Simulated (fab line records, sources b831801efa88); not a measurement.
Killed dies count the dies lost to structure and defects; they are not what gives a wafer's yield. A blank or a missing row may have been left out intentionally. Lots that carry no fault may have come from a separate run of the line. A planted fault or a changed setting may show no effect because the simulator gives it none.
A struck lot beside a sound one	flow sky130	35 out of 708 route steps
Sound: wafers L599.1, L599.2, L599.3. Wafers struck: L612.1, L612.4, L612.5. The cause comes at the end.
At each step with rows: each side's tool, then ch and its chambers, then its first start. Under that, the readings that differ: sound wafers	struck wafers	difference of the means	sigmas: that difference in standard deviations of wafers without a fault.
alike: words and numbers the same on both sides, and readings whose means are apart by under 2 such deviations; not compared: readings that were withheld, readings missing a value for some wafer, numbers with overlapping values and no deviation given by the record, and bounds like >300 which may hide the same value.
A row with sigmas, a row that says differs or no value, or rows on one side alone: a step with any of these is where the two part. Non-overlapping numbers with no deviation appear without sigmas and do not part them. A reading missing from all wafers of one side parts the sides only when that side holds two or more wafers.

first, 10 steps without rows for these wafers: SKY_METAL2_COAT_09 (resist thk 60 nm); SKY_METAL2_COAT_10 (resist thk 450 nm); SKY_METAL2_SOFTBAKE_11 (time 90 s); SKY_METAL2_EXPOSE_12 (exposes mask MM2, target cd 140 nm); SKY_METAL2_PEB_13; SKY_METAL2_DEVELOP_14 (develop time 60 s); SKY_METAL2_DESCUM_17 (chemistry O2, time 8 s); SKY_METAL2_ETCH_18 (etches BARC in N2/H2, stops on SiO2, time 45.9 s, target depth 60 nm); SKY_METAL2_METAL_ETCH_19 (etches the open film in Cl2/BCl3, stops on SiO2, target depth 360 nm, time 78 s); SKY_METAL2_STRIP_20 (strips in O2/N2).
SKY_METAL2_STRIP_21: strips in post etch residue remover, time 1200 s.
  sound on wetBench-01 ch 3, day 35 06:53; struck on wetBench-02 ch 3, day 41 00:42
then, 23 steps without rows for these wafers: SKY_METAL2_CLEAN_22 (cleans in IPA, time 180 s); SKY_METAL2_CLEAN_23 (cleans in O3/DIW); SKY_VIA2_HDPCVD_00 (deposits SiO2, target thk 1180 nm, time 196.7 s); SKY_VIA2_CMP_02 (polishes SiO2); SKY_VIA2_DEHYDRATE_04 (time 60 s); SKY_VIA2_HMDS_05 (prime time 60 s); SKY_VIA2_COAT_06 (resist thk 60 nm); SKY_VIA2_COAT_07 (resist thk 450 nm); SKY_VIA2_SOFTBAKE_08 (time 90 s); SKY_VIA2_EXPOSE_09 (exposes mask VIM2, target cd 200 nm); SKY_VIA2_PEB_10; SKY_VIA2_DEVELOP_11 (develop time 60 s); SKY_VIA2_ETCH_14 (etches BARC in N2/H2, stops on SiO2, time 45.9 s, target depth 60 nm); SKY_VIA2_ETCH_15 (etches SiO2 in C4F8/O2/Ar, stops on TiN, target depth 546 nm, time 84 s); SKY_VIA2_STRIP_16 (strips in O2/N2); SKY_VIA2_STRIP_17 (strips in post etch residue remover, time 1200 s); SKY_VIA2_CLEAN_18 (cleans in IPA, time 180 s); SKY_VIA2_CLEAN_19 (cleans in O3/DIW); SKY_VIA2_SPUTTER_20 (material TiN, target thk 20 nm, time 80 s); SKY_VIA2_CVD_21 (deposits W, target thk 420 nm, time 126.4 s); SKY_VIA2_CMP_24 (polishes, stops on SiO2, t overpolish 20 s, target thk 0 nm); SKY_METAL3_SPUTTER_00 (material Ti, target thk 15 nm, time 10 s); SKY_METAL3_SPUTTER_01 (material TiN, target thk 20 nm, time 16.7 s).
-- the record jumps here: 9 days lie between the struck wafers' starts before and after (it left off in module METAL3 and takes up again in module PAD_OPEN, whose first step shown is number 708 of the route) --
SKY_PAD_OPEN_PROBE_99:
  struck on prober-01, day 50 05:58; sound on prober-01, day 45 20:41
reading	sound	struck	difference	sigmas
defectLimitedYield (%)	81.9 83.7 85.8	75.8 72.6 74.6	-9.5	-5
killed_at_M0_to_M3	41 46 33	89 94 94	+52	+7
killedDies	89 80 70	119 135 125	+47	+5
sort_bin_3_pad_short (%)	1.2 0.6 0.4	2.4 4.3 3.3	+2.6	+6
sort_bin_5_function (%)	12.0 9.8 8.1	15.9 16.3 15.4	+5.9	+4
sortNPass	403 412 422	373 357 367	-47	-5
sortYieldPct (%)	81.9 83.7 85.8	75.8 72.6 74.6	-9.5	-5
model.etest.tester.sortNPass	403 412 422	373 357 367	-47	
model.etest.tester.sortYieldPct (%)	81.91 83.74 85.77	75.81 72.56 74.59	-9.49	
model.etest.tester.sort_bin_5_pct (%)	11.99 9.756 8.13	15.85 16.26 15.45	+5.89	
model.etest.tester.sort_bin_3_pct (%)	1.22 0.6098 0.4065	2.439 4.268 3.252	+2.574	
  alike: killed_at_M4_up, killedAtContacts, killedAtFrontEnd, killedAtOther, killedOpen, killedShort, sort_bin_6_memory

## WHERE THEY PART
Only at SKY_PAD_OPEN_PROBE_99, within this record.

WHY: the cause the simulator had injected
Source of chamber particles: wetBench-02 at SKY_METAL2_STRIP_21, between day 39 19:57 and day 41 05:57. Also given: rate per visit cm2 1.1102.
